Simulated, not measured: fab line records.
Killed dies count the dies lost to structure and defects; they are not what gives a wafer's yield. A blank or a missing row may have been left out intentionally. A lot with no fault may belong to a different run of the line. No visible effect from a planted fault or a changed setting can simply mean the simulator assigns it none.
fab line records :: flow sky130
[record]
  lots = 14
  wafers = 42
  lastDay = 51
route steps=708 shown VIA2@522
lots untouched by any fault: they come from a run of this same line in which no faults occurred
startH: hours from the record's opening day to when the first of the lot's shown wafers began :: waitH: how many hours have passed since the lot's step before this one :: " as in the row above :: L1.1+2: several wafers, shown together as one row :: - no value, or no start was given :: * or withheld: withheld :: < > ~ a bound
route shown NAME@n: NAME is a module with steps in the file, n the number in the route of the first one :: usual: average and standard deviation across the fault-free wafers :: same: alike in all rows :: chamber/n: place in a boat :: sites: per-site readings :: _std_site: their standard deviation :: _edge_site: outer sites' mean less inner sites' :: radiusMm: for every site, how far away it sits from the centre of the wafer :: mask NAME#n: copy n :: behind: the most recent tool/chamber to have shaped the wafer :: hold: cause of the lot's hold/its duration in hours/its outcome :: device: the n, p or np transistor that did not switch :: end of line: the tests these same wafers got at the end of their route :: step lacking rows: just its recipe :: killed: at the first sort, the dies lost to defects and structure; wafer yield is something else :: map: a wafer's dies, x killed, . not, _ none there
set.NAME: the setting the step ran with; set.NAME@STEP: the setting that earlier step ran with :: model.NAME: the simulator's own value behind a step, which no gauge read
the route's steps for a sample of lots (tables are steps, rows are wafers)
services: when a tool's chamber went out of use (startH, in hours from the record's first day, below 0 if earlier), for how many hours, and the reason
[[steps]]
[step SKY_VIA2_ETCH_15]
[recipe]
  target = SiO2
  chemistry = C4F8/O2/Ar
  targetDepthNm = 546
  stopOn = TiN
  maskMaterial = KrF-thick
  sourceW = 1500
  biasW = 1200
  pressureMtorr = 40
  c4f8FlowSccm = withheld
  O2_flow_sccm = 6
  Ar_flow_sccm = 300
  timeS = 84
[usual]
  oesProductAu = 0.940/0.0044
  rfFwdPowerW = 1491/5.2
lot.wafer: L540.1
tool: rieDiel-03
chamber: 1
startH: 883.35
waitH: 0.0
oesProductAu: 0.935
rfFwdPowerW: 1485
rfHoursCounterH: 12

lot.wafer: L540.3
tool: rieDiel-03
chamber: 3
startH: 883.35
waitH: 0.0
oesProductAu: 0.948
rfFwdPowerW: 1491
rfHoursCounterH: 14

lot.wafer: L540.6
tool: rieDiel-03
chamber: 1
startH: 883.35
waitH: 0.0
oesProductAu: 0.938
rfFwdPowerW: 1483
rfHoursCounterH: -

lot.wafer: L542.3
tool: rieDiel-03
chamber: 0
startH: 894.61
waitH: 0.0
oesProductAu: 0.942
rfFwdPowerW: 1494
rfHoursCounterH: 16

lot.wafer: L542.4
tool: rieDiel-03
chamber: 2
startH: 894.61
waitH: 0.0
oesProductAu: 0.934
rfFwdPowerW: 1484
rfHoursCounterH: 18

lot.wafer: L542.5
tool: rieDiel-03
chamber: 0
startH: 894.61
waitH: 0.0
oesProductAu: 0.933
rfFwdPowerW: 1497
rfHoursCounterH: -

lot.wafer: L541.1
tool: rieDiel-03
chamber: 1
startH: 896.36
waitH: 0.0
oesProductAu: 0.944
rfFwdPowerW: 1491
rfHoursCounterH: 12

lot.wafer: L541.4
tool: rieDiel-03
chamber: 3
startH: 896.36
waitH: 0.0
oesProductAu: 0.940
rfFwdPowerW: 1491
rfHoursCounterH: 14

lot.wafer: L541.5
tool: rieDiel-03
chamber: 0
startH: 896.36
waitH: 0.0
oesProductAu: 0.937
rfFwdPowerW: 1488
rfHoursCounterH: -

lot.wafer: L543.1
tool: rieDiel-01
chamber: 2
startH: 904.16
waitH: 0.0
oesProductAu: 0.936
rfFwdPowerW: 1492
rfHoursCounterH: 6

lot.wafer: L543.4
tool: rieDiel-01
chamber: 1
startH: 904.16
waitH: 0.0
oesProductAu: 0.945
rfFwdPowerW: 1495
rfHoursCounterH: 23

lot.wafer: L543.6
tool: rieDiel-01
chamber: 1
startH: 904.16
waitH: 0.0
oesProductAu: 0.933
rfFwdPowerW: 1498
rfHoursCounterH: -

lot.wafer: L545.4
tool: rieDiel-01
chamber: 2
startH: 918.30
waitH: 0.0
oesProductAu: 0.938
rfFwdPowerW: 1487
rfHoursCounterH: 6

lot.wafer: L545.5
tool: rieDiel-01
chamber: 0
startH: 918.30
waitH: 0.0
oesProductAu: 0.938
rfFwdPowerW: 1492
rfHoursCounterH: -

lot.wafer: L545.6
tool: rieDiel-01
chamber: 1
startH: 918.30
waitH: 0.0
oesProductAu: 0.942
rfFwdPowerW: 1489
rfHoursCounterH: -

lot.wafer: L546.2
tool: rieDiel-04
chamber: 2
startH: 927.01
waitH: 0.0
oesProductAu: 0.943
rfFwdPowerW: 1493
rfHoursCounterH: 16

lot.wafer: L546.3
tool: rieDiel-04
chamber: 3
startH: 927.01
waitH: 0.0
oesProductAu: 0.937
rfFwdPowerW: 1494
rfHoursCounterH: 3

lot.wafer: L546.4
tool: rieDiel-04
chamber: 1
startH: 927.01
waitH: 0.0
oesProductAu: 0.941
rfFwdPowerW: 1486
rfHoursCounterH: 7

lot.wafer: L547.1
tool: rieDiel-04
chamber: 3
startH: 934.95
waitH: 0.0
oesProductAu: 0.934
rfFwdPowerW: 1497
rfHoursCounterH: 3

lot.wafer: L547.2
tool: rieDiel-04
chamber: 0
startH: 934.95
waitH: 0.0
oesProductAu: 0.937
rfFwdPowerW: 1490
rfHoursCounterH: 19

lot.wafer: L547.5
tool: rieDiel-04
chamber: 2
startH: 934.95
waitH: 0.0
oesProductAu: 0.936
rfFwdPowerW: 1485
rfHoursCounterH: -

lot.wafer: L548.3
tool: rieDiel-03
chamber: 1
startH: 951.19
waitH: 0.0
oesProductAu: 0.937
rfFwdPowerW: 1483
rfHoursCounterH: 14

lot.wafer: L548.4
tool: rieDiel-03
chamber: 3
startH: 951.19
waitH: 0.0
oesProductAu: 0.933
rfFwdPowerW: 1493
rfHoursCounterH: 15

lot.wafer: L548.6
tool: rieDiel-03
chamber: 3
startH: 951.19
waitH: 0.0
oesProductAu: 0.945
rfFwdPowerW: 1497
rfHoursCounterH: -

lot.wafer: L550.2
tool: rieDiel-03
chamber: 1
startH: 961.60
waitH: 0.0
oesProductAu: 0.942
rfFwdPowerW: 1487
rfHoursCounterH: 14

lot.wafer: L550.3
tool: rieDiel-03
chamber: 3
startH: 961.60
waitH: 0.0
oesProductAu: 0.940
rfFwdPowerW: 1491
rfHoursCounterH: 16

lot.wafer: L550.4
tool: rieDiel-03
chamber: 2
startH: 961.60
waitH: 0.0
oesProductAu: 0.930
rfFwdPowerW: 1491
rfHoursCounterH: 0

lot.wafer: L553.3
tool: rieDiel-03
chamber: 1
startH: 983.98
waitH: 0.0
oesProductAu: 0.932
rfFwdPowerW: 1724
rfHoursCounterH: 15

lot.wafer: L553.5
tool: rieDiel-03
chamber: 2
startH: 983.98
waitH: 0.0
oesProductAu: 0.932
rfFwdPowerW: 1738
rfHoursCounterH: -

lot.wafer: L553.6
tool: rieDiel-03
chamber: 1
startH: 983.98
waitH: 0.0
oesProductAu: 0.947
rfFwdPowerW: 1725
rfHoursCounterH: -

lot.wafer: L554.2
tool: rieDiel-03
chamber: 0
startH: 996.75
waitH: 0.0
oesProductAu: 0.945
rfFwdPowerW: 1734
rfHoursCounterH: 19

lot.wafer: L554.3
tool: rieDiel-03
chamber: 3
startH: 996.75
waitH: 0.0
oesProductAu: 0.940
rfFwdPowerW: 1735
rfHoursCounterH: 17

lot.wafer: L554.4
tool: rieDiel-03
chamber: 1
startH: 996.75
waitH: 0.0
oesProductAu: 0.932
rfFwdPowerW: 1732
rfHoursCounterH: 15

lot.wafer: L555.1
tool: rieDiel-03
chamber: 1
startH: 1004.45
waitH: 0.0
oesProductAu: 0.938
rfFwdPowerW: 1721
rfHoursCounterH: 15

lot.wafer: L555.3
tool: rieDiel-03
chamber: 2
startH: 1004.45
waitH: 0.0
oesProductAu: 0.945
rfFwdPowerW: 1733
rfHoursCounterH: 2

lot.wafer: L555.6
tool: rieDiel-03
chamber: 3
startH: 1004.45
waitH: 0.0
oesProductAu: 0.942
rfFwdPowerW: 1725
rfHoursCounterH: -

lot.wafer: L556.2
tool: rieDiel-01
chamber: 2
startH: 1005.25
waitH: 0.0
oesProductAu: 0.940
rfFwdPowerW: 1486
rfHoursCounterH: 9

lot.wafer: L556.5
tool: rieDiel-01
chamber: 3
startH: 1005.25
waitH: 0.0
oesProductAu: 0.941
rfFwdPowerW: 1502
rfHoursCounterH: -

lot.wafer: L556.6
tool: rieDiel-01
chamber: 0
startH: 1005.25
waitH: 0.0
oesProductAu: 0.938
rfFwdPowerW: 1491
rfHoursCounterH: -

lot.wafer: L559.1
tool: rieDiel-01
chamber: 3
startH: 1022.74
waitH: 0.0
oesProductAu: 0.944
rfFwdPowerW: 1494
rfHoursCounterH: 16

lot.wafer: L559.2
tool: rieDiel-01
chamber: 1
startH: 1022.74
waitH: 0.0
oesProductAu: 0.939
rfFwdPowerW: 1494
rfHoursCounterH: 1

lot.wafer: L559.6
tool: rieDiel-01
chamber: 2
startH: 1022.74
waitH: 0.0
oesProductAu: 0.941
rfFwdPowerW: 1495
rfHoursCounterH: -
[step SKY_VIA2_STRIP_16]
[recipe]
  chemistry = O2/N2
  powerW = 1400
  pressureMtorr = 1500
  platenTempC = withheld
  o2FlowSccm = 3000
  n2FlowSccm = 300
  overashFraction = 0.5
[usual]
  drypumpMotorCurrentA = 6.0/0.37
  oesProductAu = 0.399/0.0046
  stripTimeToEndpointS = 4.05/0.03
lot.wafer: L540.1
tool: plasmaAsher-04
chamber: 0
startH: 883.41
waitH: 0.0
drypumpMotorCurrentA: 5.9
oesProductAu: 0.402
rfHoursCounterH: 104
stripTimeToEndpointS: 4.04

lot.wafer: L540.3
tool: plasmaAsher-04
chamber: 0
startH: 883.41
waitH: 0.0
drypumpMotorCurrentA: 5.9
oesProductAu: 0.398
rfHoursCounterH: -
stripTimeToEndpointS: 4.10

lot.wafer: L540.6
tool: plasmaAsher-04
chamber: 0
startH: 883.41
waitH: 0.0
drypumpMotorCurrentA: 5.9
oesProductAu: 0.403
rfHoursCounterH: -
stripTimeToEndpointS: 4.06

lot.wafer: L542.3
tool: plasmaAsher-04
chamber: 0
startH: 894.71
waitH: 0.1
drypumpMotorCurrentA: 5.9
oesProductAu: 0.402
rfHoursCounterH: -
stripTimeToEndpointS: 4.08

lot.wafer: L542.4
tool: plasmaAsher-04
chamber: 1
startH: 894.71
waitH: 0.1
drypumpMotorCurrentA: 6.5
oesProductAu: 0.402
rfHoursCounterH: -
stripTimeToEndpointS: 4.07

lot.wafer: L542.5
tool: plasmaAsher-04
chamber: 1
startH: 894.71
waitH: 0.1
drypumpMotorCurrentA: 6.5
oesProductAu: 0.393
rfHoursCounterH: -
stripTimeToEndpointS: 4.07

lot.wafer: L541.1
tool: plasmaAsher-01
chamber: 0
startH: 896.42
waitH: 0.0
drypumpMotorCurrentA: 5.4
oesProductAu: 0.409
rfHoursCounterH: 50
stripTimeToEndpointS: 4.04

lot.wafer: L541.4
tool: plasmaAsher-01
chamber: 0
startH: 896.42
waitH: 0.0
drypumpMotorCurrentA: 5.4
oesProductAu: 0.408
rfHoursCounterH: -
stripTimeToEndpointS: 4.10

lot.wafer: L541.5
tool: plasmaAsher-01
chamber: 0
startH: 896.42
waitH: 0.0
drypumpMotorCurrentA: 5.4
oesProductAu: 0.393
rfHoursCounterH: -
stripTimeToEndpointS: 4.03

lot.wafer: L543.1
tool: plasmaAsher-01
chamber: 1
startH: 904.22
waitH: 0.0
drypumpMotorCurrentA: 6.2
oesProductAu: 0.400
rfHoursCounterH: 51
stripTimeToEndpointS: 4.02

lot.wafer: L543.4
tool: plasmaAsher-01
chamber: 0
startH: 904.22
waitH: 0.0
drypumpMotorCurrentA: 5.4
oesProductAu: 0.406
rfHoursCounterH: -
stripTimeToEndpointS: 4.04

lot.wafer: L543.6
tool: plasmaAsher-01
chamber: 0
startH: 904.22
waitH: 0.0
drypumpMotorCurrentA: 5.4
oesProductAu: 0.402
rfHoursCounterH: -
stripTimeToEndpointS: 4.04

lot.wafer: L545.4
tool: plasmaAsher-03
chamber: 1
startH: 918.40
waitH: 0.1
drypumpMotorCurrentA: 6.3
oesProductAu: 0.404
rfHoursCounterH: -
stripTimeToEndpointS: 4.00

lot.wafer: L545.5
tool: plasmaAsher-03
chamber: 0
startH: 918.40
waitH: 0.1
drypumpMotorCurrentA: 5.6
oesProductAu: 0.397
rfHoursCounterH: -
stripTimeToEndpointS: 4.02

lot.wafer: L545.6
tool: plasmaAsher-03
chamber: 1
startH: 918.40
waitH: 0.1
drypumpMotorCurrentA: 6.2
oesProductAu: 0.401
rfHoursCounterH: -
stripTimeToEndpointS: 4.02

lot.wafer: L546.2
tool: plasmaAsher-04
chamber: 1
startH: 927.08
waitH: 0.0
drypumpMotorCurrentA: 6.5
oesProductAu: 0.392
rfHoursCounterH: 109
stripTimeToEndpointS: 4.05

lot.wafer: L546.3
tool: plasmaAsher-04
chamber: 1
startH: 927.08
waitH: 0.0
drypumpMotorCurrentA: 6.5
oesProductAu: 0.404
rfHoursCounterH: -
stripTimeToEndpointS: 4.07

lot.wafer: L546.4
tool: plasmaAsher-04
chamber: 0
startH: 927.08
waitH: 0.0
drypumpMotorCurrentA: 5.9
oesProductAu: 0.405
rfHoursCounterH: -
stripTimeToEndpointS: 4.09

lot.wafer: L547.1
tool: plasmaAsher-04
chamber: 0
startH: 935.01
waitH: 0.0
drypumpMotorCurrentA: 5.9
oesProductAu: 0.405
rfHoursCounterH: 109
stripTimeToEndpointS: 4.06

lot.wafer: L547.2
tool: plasmaAsher-04
chamber: 1
startH: 935.01
waitH: 0.0
drypumpMotorCurrentA: 6.5
oesProductAu: 0.389
rfHoursCounterH: 109
stripTimeToEndpointS: 4.00

lot.wafer: L547.5
tool: plasmaAsher-04
chamber: 1
startH: 935.01
waitH: 0.0
drypumpMotorCurrentA: 6.5
oesProductAu: 0.389
rfHoursCounterH: -
stripTimeToEndpointS: 4.03

lot.wafer: L548.3
tool: plasmaAsher-03
chamber: 0
startH: 951.29
waitH: 0.1
drypumpMotorCurrentA: 5.6
oesProductAu: 0.392
rfHoursCounterH: -
stripTimeToEndpointS: 4.05

lot.wafer: L548.4
tool: plasmaAsher-03
chamber: 1
startH: 951.29
waitH: 0.1
drypumpMotorCurrentA: 6.3
oesProductAu: 0.406
rfHoursCounterH: -
stripTimeToEndpointS: 4.09

lot.wafer: L548.6
tool: plasmaAsher-03
chamber: 0
startH: 951.29
waitH: 0.1
drypumpMotorCurrentA: 5.6
oesProductAu: 0.407
rfHoursCounterH: -
stripTimeToEndpointS: 4.08

lot.wafer: L550.2
tool: plasmaAsher-03
chamber: 0
startH: 961.66
waitH: 0.0
drypumpMotorCurrentA: 5.6
oesProductAu: 0.397
rfHoursCounterH: 83
stripTimeToEndpointS: 4.03

lot.wafer: L550.3
tool: plasmaAsher-03
chamber: 0
startH: 961.66
waitH: 0.0
drypumpMotorCurrentA: 5.6
oesProductAu: 0.409
rfHoursCounterH: -
stripTimeToEndpointS: 4.09

lot.wafer: L550.4
tool: plasmaAsher-03
chamber: 1
startH: 961.66
waitH: 0.0
drypumpMotorCurrentA: 6.2
oesProductAu: 0.396
rfHoursCounterH: -
stripTimeToEndpointS: 4.04

lot.wafer: L553.3
tool: plasmaAsher-04
chamber: 1
startH: 984.08
waitH: 0.1
drypumpMotorCurrentA: 6.5
oesProductAu: 0.395
rfHoursCounterH: -
stripTimeToEndpointS: 3.93

lot.wafer: L553.5
tool: plasmaAsher-04
chamber: 0
startH: 984.08
waitH: 0.1
drypumpMotorCurrentA: 5.9
oesProductAu: 0.393
rfHoursCounterH: -
stripTimeToEndpointS: 3.92

lot.wafer: L553.6
tool: plasmaAsher-04
chamber: 1
startH: 984.08
waitH: 0.1
drypumpMotorCurrentA: 6.5
oesProductAu: 0.394
rfHoursCounterH: -
stripTimeToEndpointS: 3.96

lot.wafer: L554.2
tool: plasmaAsher-04
chamber: 1
startH: 996.81
waitH: 0.0
drypumpMotorCurrentA: 6.5
oesProductAu: 0.397
rfHoursCounterH: 116
stripTimeToEndpointS: 3.96

lot.wafer: L554.3
tool: plasmaAsher-04
chamber: 0
startH: 996.81
waitH: 0.0
drypumpMotorCurrentA: 5.9
oesProductAu: 0.397
rfHoursCounterH: -
stripTimeToEndpointS: 3.97

lot.wafer: L554.4
tool: plasmaAsher-04
chamber: 1
startH: 996.81
waitH: 0.0
drypumpMotorCurrentA: 6.5
oesProductAu: 0.386
rfHoursCounterH: -
stripTimeToEndpointS: 3.94

lot.wafer: L555.1
tool: plasmaAsher-04
chamber: 1
startH: 1004.51
waitH: 0.0
drypumpMotorCurrentA: 6.5
oesProductAu: 0.391
rfHoursCounterH: 117
stripTimeToEndpointS: 3.96

lot.wafer: L555.3
tool: plasmaAsher-04
chamber: 1
startH: 1004.51
waitH: 0.0
drypumpMotorCurrentA: 6.5
oesProductAu: 0.391
rfHoursCounterH: -
stripTimeToEndpointS: 3.99

lot.wafer: L555.6
tool: plasmaAsher-04
chamber: 1
startH: 1004.51
waitH: 0.0
drypumpMotorCurrentA: 6.5
oesProductAu: 0.395
rfHoursCounterH: -
stripTimeToEndpointS: 4.01

lot.wafer: L556.2
tool: plasmaAsher-03
chamber: 0
startH: 1005.31
waitH: 0.0
drypumpMotorCurrentA: 5.6
oesProductAu: 0.390
rfHoursCounterH: 87
stripTimeToEndpointS: 4.02

lot.wafer: L556.5
tool: plasmaAsher-03
chamber: 0
startH: 1005.31
waitH: 0.0
drypumpMotorCurrentA: 5.6
oesProductAu: 0.400
rfHoursCounterH: -
stripTimeToEndpointS: 4.07

lot.wafer: L556.6
tool: plasmaAsher-03
chamber: 1
startH: 1005.31
waitH: 0.0
drypumpMotorCurrentA: 6.3
oesProductAu: 0.395
rfHoursCounterH: -
stripTimeToEndpointS: 4.03

lot.wafer: L559.1
tool: plasmaAsher-03
chamber: 1
startH: 1022.81
waitH: 0.0
drypumpMotorCurrentA: 6.2
oesProductAu: 0.402
rfHoursCounterH: 89
stripTimeToEndpointS: 4.10

lot.wafer: L559.2
tool: plasmaAsher-03
chamber: 0
startH: 1022.81
waitH: 0.0
drypumpMotorCurrentA: 5.6
oesProductAu: 0.400
rfHoursCounterH: 89
stripTimeToEndpointS: 4.07

lot.wafer: L559.6
tool: plasmaAsher-03
chamber: 1
startH: 1022.81
waitH: 0.0
drypumpMotorCurrentA: 6.2
oesProductAu: 0.403
rfHoursCounterH: -
stripTimeToEndpointS: 4.03
[[services]]
tool: rieDiel-03
chamber: 2
startH: 862.19
hours: 1.9
kind: repair

tool: rieDiel-04
chamber: -
startH: 867.07
hours: 2.8
kind: pm

tool: plasmaAsher-01
chamber: -
startH: 884.84
hours: 2.0
kind: repair

tool: rieDiel-04
chamber: 1
startH: 890.49
hours: 6.2
kind: repair

tool: rieDiel-01
chamber: -
startH: 890.82
hours: 0.4
kind: repair

tool: rieDiel-04
chamber: 2
startH: 891.64
hours: 1.2
kind: repair

tool: rieDiel-03
chamber: 2
startH: 925.45
hours: -
kind: clean

tool: rieDiel-03
chamber: 2
startH: 925.45
hours: 23.6
kind: scheduledDown

tool: rieDiel-03
chamber: 2
startH: 925.45
hours: 23.6
kind: ventCycle

tool: rieDiel-01
chamber: 1
startH: 926.73
hours: 12.8
kind: repair

tool: plasmaAsher-01
chamber: -
startH: 949.62
hours: 14.6
kind: pm

tool: plasmaAsher-03
chamber: -
startH: 967.43
hours: 0.3
kind: repair

tool: rieDiel-01
chamber: 1
startH: 981.50
hours: -
kind: clean

tool: rieDiel-01
chamber: 1
startH: 981.50
hours: 14.6
kind: scheduledDown

tool: rieDiel-01
chamber: 1
startH: 981.50
hours: 14.6
kind: ventCycle

tool: rieDiel-04
chamber: -
startH: 995.91
hours: 28.1
kind: pm
[[key]]
[firstSign]
  step = SKY_VIA2_ETCH_15
  reading = rfFwdPowerW
  direction = up
  sigmas = 46
  usual = 1491
  struck = 1730
[effect]
  step = SKY_VIA2_STRIP_16
  reading = stripTimeToEndpointS
  direction = down
  sigmas = 2.8
  usual = *
  struck = *
metAt SKY_VIA2_ETCH_15
struckLots L553,L554,L555
onsetBetween 961.60 983.98
[fault]
  kind = processParameterDrift
  tool = rieDiel-03
  chamber = -
  onsetH = 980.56
  steps = SKY_VIA2_ETCH_15
  channel = sourceW
  offset = 240
  shape = step
  endH = 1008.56
  actsIn = theseRecipesOnly
  stated = 1500
